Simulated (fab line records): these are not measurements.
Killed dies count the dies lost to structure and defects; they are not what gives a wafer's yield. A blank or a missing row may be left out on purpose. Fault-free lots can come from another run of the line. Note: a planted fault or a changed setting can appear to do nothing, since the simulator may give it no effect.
Comparing a struck lot with a sound one	flow sky130	14 steps out of a route of 708
Sound: wafers L193.2, L193.4, L193.6. Wafers struck: L190.1, L190.4, L190.5. The cause is given at the end.
Per side, at each step with rows, come the tool, then ch with its chambers, and then its first start. Under that, the readings that differ: sound wafers	struck wafers	difference of the means	sigmas: that difference in standard deviations of wafers without a fault.
alike: same words and numbers on both sides, and readings whose means sit less than 2 such deviations apart. not compared: any withheld reading, any reading some wafer has no value for, any bound like >300 that may hide the same value, and any number with overlapping values for which the record gives no deviation.
The two part at a step that has a row with sigmas, a row that says differs or no value, or rows on one side only. When numbers do not overlap yet have no deviation, they are printed without sigmas and do not part them. A reading that every wafer of one side lacks parts them only if that side has two wafers or more.

first, 6 steps without rows for these wafers: SKY_METAL3_COAT_07 (resist thk 60 nm); SKY_METAL3_COAT_08 (resist thk 1140 nm); SKY_METAL3_SOFTBAKE_09 (time 90 s); SKY_METAL3_EXPOSE_10 (exposes mask MM3, target cd 300 nm); SKY_METAL3_PEB_11; SKY_METAL3_DEVELOP_12 (develop time 60 s).
SKY_METAL3_CD_MEAS_13: the cd target is 300 nm.
  sound on cd sem-01, day 44 13:43; struck on cd sem-01, day 43 20:59
  alike: cd nm
SKY_METAL3_OVL_MEAS_14:
  sound on overlay-01, day 44 13:50; struck on overlay-01, day 43 21:07
  alike: METAL3_OVL
SKY_METAL3_DESCUM_15: chemistry O2, time 8 s.
  sound on rie metal-02 ch 0,1, day 44 13:52; struck on rie metal-04 ch 0,1, day 43 21:08
reading	sound	struck	difference	sigmas
rf fwd power W (W)	147.3 145.9 146.6	149.0 148.7 147.9	+1.9	+2
  alike: drypump motor current A, oes product au, temp c
  not compared: rf hours counter h
SKY_METAL3_ETCH_16: etches BARC in N2/H2, stops on SiO2, time 88.2 s, target depth 60 nm.
  sound on rie metal-02 ch 0,1, day 44 13:53; struck on rie metal-04 ch 0,1, day 43 21:10
  alike: drypump motor current A, h2 flow sccm, oes product au, rf fwd power W, throttle valve pct
  not compared: rf hours counter h
SKY_METAL3_ETCH_17: etches SiO2 in C4F8/O2/Ar, stops on TiN, time 3.9 s, target depth 15 nm.
  sound on rie diel-02 ch 0,3, day 44 13:59; struck on rie diel-02 ch 0,1, day 43 21:16
  alike: oes product au, rf fwd power W
  not compared: rf hours counter h
SKY_METAL3_METAL_ETCH_18: etches the open film in Cl2/BCl3, stops on SiO2, target depth 845 nm, time 183.1 s.
  sound on rie metal-03 ch 1, day 44 14:04; struck on rie metal-03 ch 0, day 43 21:17
  alike: drypump motor current A, oes product au, rf fwd power W, throttle valve pct
  not compared: rf hours counter h
SKY_METAL3_STRIP_19: strips in O2/N2.
  sound on plasma asher-01 ch 0,1, day 44 14:22; struck on plasma asher-04 ch 0, day 43 21:39
  no value came back on the struck wafers for chamber pressure mTorr (mTorr), drypump motor current A (A), oes product au (a.u.), strip time to endpoint s (s); on the sound wafers chamber pressure mTorr (mTorr) reads 1500.6 1500.3 1501.5
reading	sound	struck	difference	sigmas
model.KrF-thick_of_METAL3_COAT_08.thk nm (nm)	0 0 0	533.2 531 534	+532.7	
  not compared: rf hours counter h
then, 1 step without rows for these wafers: SKY_METAL3_STRIP_20 (strips in post etch residue remover, time 1200 s).

== WHERE THEY PART ==
Last at SKY_METAL3_STRIP_19 as far as this record goes, first at SKY_METAL3_DESCUM_15.

WHY: whatever the simulator had introduced
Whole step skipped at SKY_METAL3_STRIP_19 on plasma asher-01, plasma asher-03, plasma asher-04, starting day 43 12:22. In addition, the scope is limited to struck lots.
